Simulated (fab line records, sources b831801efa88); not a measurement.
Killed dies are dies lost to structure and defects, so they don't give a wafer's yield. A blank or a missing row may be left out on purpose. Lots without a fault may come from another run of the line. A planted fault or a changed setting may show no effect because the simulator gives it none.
Which tool did it? :: flow sky130 :: Sampling: 6 lots, 18 wafers, 3 of 708 route steps

== WHAT THE GAUGES SHOWED, per wafer ==
SKY_VT_ADJUST_HVTP_TW_MEAS_11.
lot: L400
measured: day 6 17:13
on: film metro-04
VT_ADJUST_HVTP_TW: 1344 1343 1348

lot: L404
measured: day 7 15:28
on: film metro-03
VT_ADJUST_HVTP_TW: 1371 1358 1365

lot: L409
measured: day 9 10:06
on: film metro-04
VT_ADJUST_HVTP_TW: 1387 1387 1393 1393 1389 1387

lot: L412
measured: day 10 04:25
on: film metro-04
VT_ADJUST_HVTP_TW: 1358 1346 1346

lot: L416
measured: day 11 02:12
on: film metro-01
VT_ADJUST_HVTP_TW: 1364 1361 1366

lot: L421
measured: day 12 01:34
on: film metro-01
VT_ADJUST_HVTP_TW: 1362 1362 1363

== WHAT TOOL EACH LOT RAN ON (gives the tool, then ch and the chambers of the sampled wafers, and finally the start) ==
lot: L400
SKY_VT_ADJUST_HVTP_IMPLANT_09: implanter-04 ch 0, day 6 16:58
SKY_VT_ADJUST_HVTP_STRIP_10: plasma asher-02 ch 0,1, day 6 17:07

lot: L404
SKY_VT_ADJUST_HVTP_IMPLANT_09: implanter-04 ch 0, day 7 15:13
SKY_VT_ADJUST_HVTP_STRIP_10: plasma asher-04 ch 0,1, day 7 15:22

lot: L409
SKY_VT_ADJUST_HVTP_IMPLANT_09: implanter-04 ch 0, day 9 09:52
SKY_VT_ADJUST_HVTP_STRIP_10: plasma asher-04 ch 0,1, day 9 09:59

lot: L412
SKY_VT_ADJUST_HVTP_IMPLANT_09: implanter-02 ch 0, day 10 04:11
SKY_VT_ADJUST_HVTP_STRIP_10: plasma asher-03 ch 0,1, day 10 04:20

lot: L416
SKY_VT_ADJUST_HVTP_IMPLANT_09: implanter-02 ch 0, day 11 01:59
SKY_VT_ADJUST_HVTP_STRIP_10: plasma asher-03 ch 0,1, day 11 02:06

lot: L421
SKY_VT_ADJUST_HVTP_IMPLANT_09: implanter-02 ch 0, day 12 01:19
SKY_VT_ADJUST_HVTP_STRIP_10: plasma asher-04 ch 0,1, day 12 01:28
- SKY_VT_ADJUST_HVTP_IMPLANT_09
- SKY_VT_ADJUST_HVTP_STRIP_10: strips in O2/N2.

== THE ANSWER, worked out from the rows above alone ==
Rule: usual is defined by the lots themselves. The widest of any qualifying gaps counts: lots, ordered by their means at a reading, are off when they make up no more than a third of the lots, leave a main group of 4 or more, and stand apart from it by 3 or more times the standard deviation of that group's means. A main group is skipped when, at the precision printed for the reading in the tables above, its means are all equal. Also off: a lot with no number at a reading for which 4 or more lots have one. Where the step has rows for the other lots, those lots are counted as sound.
Off: L409, seen at SKY_VT_ADJUST_HVTP_TW_MEAS_11 (VT_ADJUST_HVTP_TW). For the main group the mean is 1357 and the standard deviation 8.1.
A tool fits if, at a process step before that reading, it ran every lot that is off, and no sound lot after the first of them. Gauges at SKY_VT_ADJUST_HVTP_TW_MEAS_11: tried the same way as those tools. One candidate fits, namely implanter-04 at SKY_VT_ADJUST_HVTP_IMPLANT_09. A fault onset in the window from L404 (day 7 15:13, its last sound lot) to L409 (day 9 09:52, its first lot off) fits.

== WHAT THE SIMULATOR PUT IN ==
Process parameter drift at SKY_VT_ADJUST_HVTP_IMPLANT_09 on implanter-04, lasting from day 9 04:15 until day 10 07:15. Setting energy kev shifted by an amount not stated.
Struck lots among those shown: L409. Same finding as the rule above.
